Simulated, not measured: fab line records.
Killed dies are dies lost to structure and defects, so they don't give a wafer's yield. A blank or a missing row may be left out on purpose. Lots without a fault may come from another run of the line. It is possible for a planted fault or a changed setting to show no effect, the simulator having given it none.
fab line records	flow sky130
[record] lots = 14	wafers = 42	last-day = 50
route steps=708 shown LDD_HVN@274 LDD_LDN@301 POLY_CUT@315 LOCAL_INTERCONNECT@387
lots untouched by any fault: they come from a run of this same line in which no faults occurred
start-h: hours from the record's opening day to when the first of the lot's shown wafers began	wait-h: how many hours have passed since the lot's step before this one	" as in the row above	L1.1+2: several wafers, shown together as one row	- no value present, or no start provided	* or withheld: withheld	< > ~ a bound
route shown NAME@n: NAME is a module with steps in the file, n the number in the route of the first one	usual: the fault-free wafers' mean and standard deviation	same: alike in all rows	chamber/n: place in a boat	sites: the reading at each site	_std_site: how widely they spread, as a standard deviation	_edge_site: the outer-site mean with the inner-site mean subtracted	radius-mm: how far each site lies from the wafer's centre	mask NAME#n: copy n	behind: tool/chamber where the wafer was last shaped	hold: cause of the lot's hold/its duration in hours/its outcome	device: which transistor (n, p or np) failed to switch	end of line: the route-end tests of the same wafers	a step given without rows: its recipe and nothing more	killed: at the first sort, the dies lost to defects and structure; wafer yield is something else	map: shows each die of a wafer: x if killed, . if not, _ if none is there
set.NAME: the run value of the setting; set.NAME@STEP: its run value at that earlier step	model.NAME: the simulator's own value behind a step, which no gauge read
a sample of lots followed through the steps of the route, with each step as a table and each wafer as a row
services: from which hour (start-h, from the record's first day; less than 0 if before it) a tool's chamber was out of use, for how many hours, and why
[[steps]]
[step SKY_LDD_HVN_OVL_MEAS_07]
[usual] LDD_HVN_OVL = -0.4/1.1
lot.wafer	tool	chamber	start-h	wait-h	LDD_HVN_OVL[nm]
L795.2	overlay-02	-	469.16	0.1	1.2
L795.4	"	-	"	"	0.3
L795.6	"	-	"	"	0.9
L796.1	overlay-01	-	480.29	0.1	-0.9
L796.3	"	-	"	"	1.6
L796.5	"	-	"	"	1.0
L799.2	overlay-02	-	504.40	0.1	-0.9
L799.3	"	-	"	"	-0.5
L799.5	"	-	"	"	0.1
L800.3	overlay-01	-	524.12	0.1	-0.9
L800.4	"	-	"	"	-1.5
L800.5	"	-	"	"	-1.1
L801.1	overlay-02	-	524.41	0.1	0.1
L801.4	"	-	"	"	-0.7
L801.5	"	-	"	"	-0.3
L802.2	overlay-02	-	533.40	0.1	-1.3
L802.3	"	-	"	"	-1.6
L802.6	"	-	"	"	-1.4
L804.1	overlay-02	-	558.10	0.1	-0.7
L804.5	"	-	"	"	-0.5
L804.6	"	-	"	"	-0.8
L806.1	overlay-01	-	574.20	0.1	0.1
L806.3	"	-	"	"	1.4
L806.5	"	-	"	"	1.1
L811.2	overlay-01	-	604.40	0.1	0.5
L811.3	"	-	"	"	-0.9
L811.4	"	-	"	"	-0.2
L812.1	overlay-01	-	618.65	0.1	-0.2
L812.5	"	-	"	"	0.5
L812.6	"	-	"	"	0.9
L813.2	overlay-01	-	620.10	0.1	-0.3
L813.3	"	-	"	"	0.0
L813.5	"	-	"	"	-0.9
L815.1	overlay-01	-	637.51	0.1	-2.3
L815.5	"	-	"	"	-2.3
L815.6	"	-	"	"	-1.1
L817.1	overlay-02	-	650.81	0.1	-0.9
L817.2	"	-	"	"	-0.3
L817.3	"	-	"	"	-0.3
L818.1	overlay-01	-	659.99	0.1	-2.2
L818.4	"	-	"	"	-0.7
L818.6	"	-	"	"	-0.8
[step SKY_LDD_LDN_STRIP_12]
[recipe] chemistry = O2/N2	power-w = 1400	pressure-mtorr = 1500	platen-temp-c = withheld	o2-flow-sccm = 3000	n2-flow-sccm = 300	overash-fraction = 0.5
[usual] drypump-motor-current-A = 6.0/0.47	oes-product-au = 0.716/0.0048	strip-time-to-endpoint-s = 14.19/0.04
lot.wafer	tool	chamber	start-h	wait-h	drypump-motor-current-A	oes-product-au	rf-hours-counter-h	strip-time-to-endpoint-s
L795.2	plasma-asher-02	1	531.38	0.1	6.4	0.719	85	14.19
L795.4	"	1	"	"	6.5	0.714	-	14.20
L795.6	"	1	"	"	6.5	0.715	-	14.18
L796.1	plasma-asher-02	0	542.28	0.1	6.3	0.714	86	14.22
L796.3	"	1	"	"	6.4	0.711	-	14.17
L796.5	"	1	"	"	6.5	0.720	-	14.16
L799.2	plasma-asher-04	1	566.18	0.1	5.7	0.707	70	14.07
L799.3	"	0	"	"	5.1	0.716	-	14.15
L799.5	"	0	"	"	5.2	0.716	-	14.16
L800.3	plasma-asher-02	1	583.92	0.1	6.5	0.716	-	14.20
L800.4	"	0	"	"	6.3	0.719	-	14.20
L800.5	"	0	"	"	6.3	0.715	-	14.16
L801.1	plasma-asher-02	0	584.48	0.1	6.3	0.715	91	14.14
L801.4	"	0	"	"	6.3	0.718	-	14.13
L801.5	"	0	"	"	6.3	0.710	-	14.17
L802.2	plasma-asher-02	1	592.98	0.1	6.4	0.713	92	14.22
L802.3	"	0	"	"	6.3	0.706	-	14.25
L802.6	"	1	"	"	6.5	0.718	-	14.23
L804.1	plasma-asher-02	1	617.33	0.1	6.5	0.714	94	14.22
L804.5	"	1	"	"	6.5	0.719	-	14.24
L804.6	"	0	"	"	6.3	0.715	-	14.20
L806.1	plasma-asher-01	0	634.84	0.1	5.5	0.708	53	14.17
L806.3	"	0	"	"	5.5	0.717	-	14.22
L806.5	"	0	"	"	5.5	0.719	-	14.22
L811.2	plasma-asher-04	1	662.93	0.1	5.7	0.718	79	14.19
L811.3	"	0	"	"	5.2	0.719	-	14.16
L811.4	"	1	"	"	5.7	0.723	-	14.17
L812.1	plasma-asher-04	0	676.38	0.1	5.1	0.709	80	14.13
L812.5	"	1	"	"	5.7	0.717	-	14.17
L812.6	"	0	"	"	5.1	0.715	-	14.17
L813.2	plasma-asher-02	0	677.53	0.1	6.3	0.721	100	14.28
L813.3	"	1	"	"	6.4	0.714	-	14.28
L813.5	"	0	"	"	6.2	0.713	-	14.26
L815.1	plasma-asher-01	0	695.83	0.1	5.5	0.714	59	14.25
L815.5	"	0	"	"	5.5	0.723	-	14.21
L815.6	"	1	"	"	5.5	0.711	-	14.25
L817.1	plasma-asher-02	1	708.53	0.1	6.5	0.720	104	14.14
L817.2	"	0	"	"	6.3	0.717	104	14.18
L817.3	"	1	"	"	6.5	0.719	-	14.17
L818.1	plasma-asher-04	0	716.33	0.1	5.1	0.719	84	14.17
L818.4	"	0	"	"	5.1	0.708	-	14.19
L818.6	"	1	"	"	5.7	0.718	-	14.14
[step SKY_POLY_CUT_CD_MEAS_08]
[recipe] target-cd-nm = 270
[usual] cd-nm = 270.5/1.3
lot.wafer	tool	chamber	start-h	wait-h	cd-nm
L795.2	cd-sem-02	-	564.08	-	271.1
L795.4	"	-	"	"	270.9
L795.6	"	-	"	"	271.3
L796.1	cd-sem-01	-	573.49	-	268.3
L796.3	"	-	"	"	270.7
L796.5	"	-	"	"	270.3
L799.2	cd-sem-01	-	598.03	-	269.7
L799.3	"	-	"	"	270.3
L799.5	"	-	"	"	269.8
L800.3	cd-sem-01	-	614.60	-	270.8
L800.4	"	-	"	"	270.1
L800.5	"	-	"	"	270.3
L801.1	cd-sem-01	-	615.74	-	269.7
L801.4	"	-	"	"	269.0
L801.5	"	-	"	"	268.9
L802.2	cd-sem-02	-	623.33	-	270.6
L802.3	"	-	"	"	270.6
L802.6	"	-	"	"	270.0
L804.1	cd-sem-02	-	647.71	-	271.9
L804.5	"	-	"	"	272.4
L804.6	"	-	"	"	270.1
L806.1	cd-sem-01	-	664.64	-	269.6
L806.3	"	-	"	"	268.9
L806.5	"	-	"	"	269.8
L811.2	cd-sem-01	-	693.43	-	271.3
L811.3	"	-	"	"	270.8
L811.4	"	-	"	"	270.9
L812.1	cd-sem-02	-	705.54	-	270.7
L812.5	"	-	"	"	270.5
L812.6	"	-	"	"	269.5
L813.2	cd-sem-02	-	707.16	-	271.3
L813.3	"	-	"	"	271.6
L813.5	"	-	"	"	272.0
L815.1	cd-sem-01	-	725.59	-	271.1
L815.5	"	-	"	"	271.0
L815.6	"	-	"	"	271.8
L817.1	cd-sem-01	-	739.06	-	271.0
L817.2	"	-	"	"	271.9
L817.3	"	-	"	"	269.7
L818.1	cd-sem-02	-	745.94	-	270.6
L818.4	"	-	"	"	271.5
L818.6	"	-	"	"	269.8
[step SKY_LOCAL_INTERCONNECT_SPUTTER_00]
[recipe] material = TiN	target-thk-nm = 100	temp-c = 300	power-w = 6500	time-s = 83.3	chamber-pressure-pa = 0.4
[usual] cathode-dc-power-W = 6500.1/1.2	throttle-valve-pct = 30.3/1.1
lot.wafer	tool	chamber	start-h	wait-h	cathode-dc-power-W	throttle-valve-pct
L795.2	pvd-sputter-01	-	683.14	0.1	6499.0	29.5
L795.4	"	-	"	"	6500.5	31.9
L795.6	"	-	"	"	6502.3	29.2
L796.1	pvd-sputter-04	-	691.71	0.1	6498.9	30.4
L796.3	"	-	"	"	6499.6	28.8
L796.5	"	-	"	"	6500.7	30.4
L799.2	pvd-sputter-01	-	715.20	0.2	6501.2	32.1
L799.3	"	-	"	"	6499.5	31.5
L799.5	"	-	"	"	6498.8	31.8
L800.3	pvd-sputter-02	-	730.29	0.2	6500.8	29.5
L800.4	"	-	"	"	6501.9	31.0
L800.5	"	-	"	"	6501.1	29.8
L801.1	pvd-sputter-02	-	732.46	0.1	6499.8	29.0
L801.4	"	-	"	"	6500.1	29.6
L801.5	"	-	"	"	6498.5	30.2
L802.2	pvd-sputter-02	-	740.11	0.1	6501.0	29.0
L802.3	"	-	"	"	6499.8	30.8
L802.6	"	-	"	"	6502.9	29.0
L804.1	pvd-sputter-04	-	762.38	0.1	6500.6	28.8
L804.5	"	-	"	"	6499.2	28.9
L804.6	"	-	"	"	6500.6	30.6
L806.1	pvd-sputter-04	-	780.16	0.2	6498.2	30.9
L806.3	"	-	"	"	6502.0	30.4
L806.5	"	-	"	"	6500.4	30.3
L811.2	pvd-sputter-01	-	807.38	0.2	7209.9	32.1
L811.3	"	-	"	"	7209.7	31.7
L811.4	"	-	"	"	7211.3	29.3
L812.1	pvd-sputter-01	-	817.09	0.1	7212.2	31.4
L812.5	"	-	"	"	7212.3	31.8
L812.6	"	-	"	"	7211.0	31.6
L813.2	pvd-sputter-04	-	819.63	0.2	6500.7	30.5
L813.3	"	-	"	"	6501.2	30.8
L813.5	"	-	"	"	6499.5	28.6
L815.1	pvd-sputter-04	-	838.43	0.2	6499.0	30.8
L815.5	"	-	"	"	6500.4	30.2
L815.6	"	-	"	"	6500.0	30.1
L817.1	pvd-sputter-04	-	848.69	0.2	6500.2	29.0
L817.2	"	-	"	"	6500.0	30.9
L817.3	"	-	"	"	6500.6	30.5
L818.1	pvd-sputter-02	-	855.91	0.1	6496.8	30.8
L818.4	"	-	"	"	6500.1	29.5
L818.6	"	-	"	"	6499.9	31.2
[step SKY_LOCAL_INTERCONNECT_RS_MEAS_01]
[recipe] thk-meas-gauge = four-point-probe	reads = TiN_of_LOCAL_INTERCONNECT_SPUTTER_00
[usual] LOCAL_INTERCONNECT_TIN_RS = 14.22/0.17
lot.wafer	tool	chamber	start-h	wait-h	LOCAL_INTERCONNECT_TIN_RS[ohm/sq]
L795.2	film-metro-04	-	683.22	0.1	14.22
L795.4	"	-	"	"	14.03
L795.6	"	-	"	"	14.24
L796.1	film-metro-01	-	691.78	0.0	14.25
L796.3	"	-	"	"	14.23
L796.5	"	-	"	"	14.27
L799.2	film-metro-04	-	715.28	0.1	14.16
L799.3	"	-	"	"	14.38
L799.5	"	-	"	"	14.18
L800.3	film-metro-02	-	730.40	0.1	14.39
L800.4	"	-	"	"	14.14
L800.5	"	-	"	"	14.02
L801.1	film-metro-02	-	732.53	0.0	14.20
L801.4	"	-	"	"	14.60
L801.5	"	-	"	"	13.98
L802.2	film-metro-01	-	740.20	0.1	14.09
L802.3	"	-	"	"	14.15
L802.6	"	-	"	"	13.95
L804.1	film-metro-04	-	762.44	0.0	14.15
L804.5	"	-	"	"	14.21
L804.6	"	-	"	"	14.09
L806.1	film-metro-01	-	780.23	0.0	14.54
L806.3	"	-	"	"	14.71
L806.5	"	-	"	"	14.63
L811.2	film-metro-01	-	807.46	0.1	12.68
L811.3	"	-	"	"	12.62
L811.4	"	-	"	"	12.57
L812.1	film-metro-02	-	817.15	0.0	12.65
L812.5	"	-	"	"	12.61
L812.6	"	-	"	"	12.78
L813.2	film-metro-04	-	819.71	0.1	14.33
L813.3	"	-	"	"	14.15
L813.5	"	-	"	"	14.24
L815.1	film-metro-04	-	838.49	0.0	14.17
L815.5	"	-	"	"	14.25
L815.6	"	-	"	"	14.24
L817.1	film-metro-04	-	848.75	0.0	14.22
L817.2	"	-	"	"	14.12
L817.3	"	-	"	"	14.08
L818.1	film-metro-04	-	855.98	0.0	14.20
L818.4	"	-	"	"	14.41
L818.6	"	-	"	"	14.22
[step SKY_LOCAL_INTERCONNECT_THK_MEAS_02]
[recipe] thk-meas-gauge = xrf	reads = TiN_of_LOCAL_INTERCONNECT_SPUTTER_00
[usual] LOCAL_INTERCONNECT_TIN_THK = 99.8/1.4
lot.wafer	tool	chamber	start-h	wait-h	LOCAL_INTERCONNECT_TIN_THK[nm]
L795.2	film-metro-04	-	683.33	0.1	101.2
L795.4	"	-	"	"	102.0
L795.6	"	-	"	"	100.9
L796.1	film-metro-01	-	691.90	0.1	98.7
L796.3	"	-	"	"	99.3
L796.5	"	-	"	"	98.1
L799.2	film-metro-04	-	715.39	0.1	101.2
L799.3	"	-	"	"	99.4
L799.5	"	-	"	"	101.1
L800.3	film-metro-02	-	730.50	0.1	97.9
L800.4	"	-	"	"	99.2
L800.5	"	-	"	"	100.7
L801.1	film-metro-02	-	732.65	0.1	98.9
L801.4	"	-	"	"	96.7
L801.5	"	-	"	"	100.8
L802.2	film-metro-01	-	740.31	0.1	100.0
L802.3	"	-	"	"	99.5
L802.6	"	-	"	"	101.0
L804.1	film-metro-04	-	762.56	0.1	101.5
L804.5	"	-	"	"	101.4
L804.6	"	-	"	"	101.7
L806.1	film-metro-01	-	780.35	0.1	97.1
L806.3	"	-	"	"	96.2
L806.5	"	-	"	"	96.6
L811.2	film-metro-01	-	807.57	0.1	110.4
L811.3	"	-	"	"	111.1
L811.4	"	-	"	"	111.8
L812.1	film-metro-02	-	817.27	0.1	110.8
L812.5	"	-	"	"	111.2
L812.6	"	-	"	"	109.0
L813.2	film-metro-04	-	819.82	0.1	100.1
L813.3	"	-	"	"	101.6
L813.5	"	-	"	"	100.8
L815.1	film-metro-04	-	838.61	0.1	101.0
L815.5	"	-	"	"	100.3
L815.6	"	-	"	"	100.0
L817.1	film-metro-04	-	848.87	0.1	100.2
L817.2	"	-	"	"	100.9
L817.3	"	-	"	"	101.0
L818.1	film-metro-04	-	856.10	0.1	101.0
L818.4	"	-	"	"	99.5
L818.6	"	-	"	"	100.5
[step SKY_LOCAL_INTERCONNECT_METAL_ETCH_14]
[recipe] target-depth-nm = 110	stop-on = PSG	chemistry = Cl2/BCl3	target = TiN	resist-sidewall-deg = 88	pressure-mtorr = 10	icp-w = 900	bias-w = 48.5	Cl2_flow_sccm = 60	bcl3-flow-sccm = 30	time-s = 31.4
[usual] bcl3-flow-sccm = 29.99/0.1	bias-w = 48.53/0.16	drypump-motor-current-A = 6.0/0.48	oes-product-au = 0.939/0.0082	throttle-valve-pct = 21.903/0.01
lot.wafer	tool	chamber	start-h	wait-h	bcl3-flow-sccm	bias-w	drypump-motor-current-A	oes-product-au	rf-hours-counter-h	throttle-valve-pct
L795.2	rie-metal-03	1	711.89	0.1	29.87	48.44	6.5	0.935	-	21.905
L795.4	"	1	"	"	29.93	48.47	6.6	0.950	-	21.893
L795.6	"	1	"	"	29.99	48.44	6.5	0.943	-	21.896
L796.1	rie-metal-03	0	720.17	0.0	30.11	48.38	5.7	0.941	0	21.889
L796.3	"	0	"	"	30.08	48.65	5.7	0.938	-	21.915
L796.5	"	1	"	"	29.99	48.57	6.5	0.933	-	21.906
L799.2	rie-metal-03	1	743.12	0.0	29.95	48.35	6.5	0.940	11	21.900
L799.3	"	1	"	"	29.93	48.34	6.5	0.933	-	21.905
L799.5	"	0	"	"	30.11	48.13	5.7	0.937	-	21.903
L800.3	rie-metal-01	1	757.38	0.0	30.06	48.57	6.6	0.928	-	21.899
L800.4	"	0	"	"	29.96	48.43	5.6	0.937	-	21.903
L800.5	"	1	"	"	30.01	48.52	6.6	0.939	-	21.891
L801.1	rie-metal-02	1	759.23	0.0	30.19	48.65	5.8	0.946	10	21.909
L801.4	"	0	"	"	29.86	48.59	5.3	0.926	-	21.910
L801.5	"	0	"	"	29.94	48.56	5.3	0.945	-	21.896
L802.2	rie-metal-01	1	768.01	0.0	29.81	48.61	6.6	0.942	2	21.916
L802.3	"	0	"	"	30.03	48.78	5.6	0.943	-	21.901
L802.6	"	1	"	"	29.95	48.56	6.6	0.952	-	21.895
L804.1	rie-metal-03	0	789.52	0.0	29.96	48.57	5.6	0.948	2	21.899
L804.5	"	0	"	"	30.10	48.27	5.6	0.942	-	21.909
L804.6	"	1	"	"	30.19	48.65	6.5	0.942	-	21.892
L806.1	rie-metal-01	1	807.73	0.0	29.81	48.67	6.6	0.929	3	21.916
L806.3	"	1	"	"	29.87	48.69	6.7	0.928	-	21.916
L806.5	"	1	"	"	29.98	48.54	6.7	0.930	-	21.913
L811.2	rie-metal-03	0	833.86	0.0	30.10	48.75	5.6	0.992	4	21.881
L811.3	"	1	"	"	29.97	48.70	6.5	1.000	-	21.863
L811.4	"	0	"	"	29.91	48.73	5.6	0.992	-	21.872
L812.1	rie-metal-03	0	843.66	0.0	29.88	48.54	5.6	0.997	4	21.867
L812.5	"	1	"	"	29.98	48.60	6.5	0.992	-	21.855
L812.6	"	0	"	"	29.90	48.76	5.6	0.983	-	21.866
L813.2	rie-metal-01	0	846.97	0.0	29.90	48.55	5.6	0.931	2	21.906
L813.3	"	1	"	"	29.99	48.15	6.6	0.940	-	21.912
L813.5	"	0	"	"	29.92	48.57	5.6	0.936	-	21.904
L815.1	rie-metal-01	1	864.58	0.0	29.93	48.33	6.6	0.942	6	21.913
L815.5	"	0	"	"	30.09	48.48	5.6	0.938	-	21.896
L815.6	"	1	"	"	30.09	48.55	6.6	0.955	-	21.899
L817.1	rie-metal-03	0	875.03	0.0	29.95	48.34	5.6	0.936	5	21.902
L817.2	"	1	"	"	29.75	48.45	6.5	0.942	15	21.909
L817.3	"	0	"	"	30.02	48.65	5.7	0.950	-	21.883
L818.1	rie-metal-02	1	882.31	0.0	29.82	48.54	5.8	0.940	14	21.886
L818.4	"	0	"	"	29.97	48.48	5.3	0.918	-	21.931
L818.6	"	1	"	"	29.97	48.65	5.8	0.939	-	21.910
[[services]]
tool	chamber	start-h	hours	kind
rie-metal-03	0	524.59	3.3	repair
rie-metal-01	0	526.53	14.3	repair
pvd-sputter-02	-	528.05	0.6	repair
plasma-asher-02	-	531.71	1.1	repair
pvd-sputter-02	-	573.91	6.8	repair
pvd-sputter-01	-	580.50	2.2	repair
rie-metal-03	-	582.34	2.8	pm
pvd-sputter-02	-	597.42	3.3	repair
rie-metal-03	0	605.20	2.3	repair
pvd-sputter-01	-	619.00	11.0	repair
rie-metal-03	0	620.59	2.1	repair
pvd-sputter-01	-	621.32	3.9	repair
plasma-asher-04	-	639.28	1.6	repair
pvd-sputter-04	-	651.57	8.4	repair
pvd-sputter-04	-	652.84	5.7	repair
pvd-sputter-04	-	683.28	4.5	repair
pvd-sputter-02	-	685.83	1.3	repair
pvd-sputter-04	-	714.35	0.5	repair
rie-metal-03	-	722.17	6.0	repair
plasma-asher-02	-	733.77	9.0	pm
rie-metal-03	-	810.01	1.4	pm
plasma-asher-02	-	851.93	4.4	repair
plasma-asher-02	-	878.65	6.3	repair
pvd-sputter-04	-	880.82	6.8	repair
[[key]]
[first-sign] step = SKY_LOCAL_INTERCONNECT_SPUTTER_00	reading = cathode-dc-power-W	direction = up	sigmas = 99+	usual = 6500.1	struck = 7211.1
[effect] step = SKY_LOCAL_INTERCONNECT_RS_MEAS_01	reading = LOCAL_INTERCONNECT_TIN_RS	direction = down	sigmas = 9	usual = 14.22	struck = 12.65
[effect] step = SKY_LOCAL_INTERCONNECT_THK_MEAS_02	reading = LOCAL_INTERCONNECT_TIN_THK	direction = up	sigmas = 8	usual = 99.8	struck = 110.7
[effect] step = SKY_LOCAL_INTERCONNECT_METAL_ETCH_14	reading = oes-product-au	direction = up	sigmas = 6.5	usual = 0.939	struck = 0.993
met-at SKY_LOCAL_INTERCONNECT_SPUTTER_00
struck-lots L811,L812
sort-left-out L811.2,L811.3,L811.4,L812.1,L812.5,L812.6
tester-left-out L811,L812
not-acting-at SKY_LDD_HVN_OVL_MEAS_07,SKY_LDD_LDN_STRIP_12,SKY_POLY_CUT_CD_MEAS_08
onset-between 715.20 807.38
[fault] kind = process-parameter-drift	tool = pvd-sputter-01	chamber = -	onset-h = 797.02	steps = SKY_LOCAL_INTERCONNECT_SPUTTER_00	channel = power-w	offset = *	shape = step	end-h = 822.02	acts-in = *	stated = *
// tester-left-out: of these lots the tester's yield and bins aren't shown, on N5 and GAA mostly nor the transistor test; their killed dies are dies lost to structure and defects alone, not to doping, threshold or leakage, so they don't give the yield
// sort-left-out: the simulated sort isn't trusted on such a fault, so these wafers' sort isn't shown, and their yield isn't known
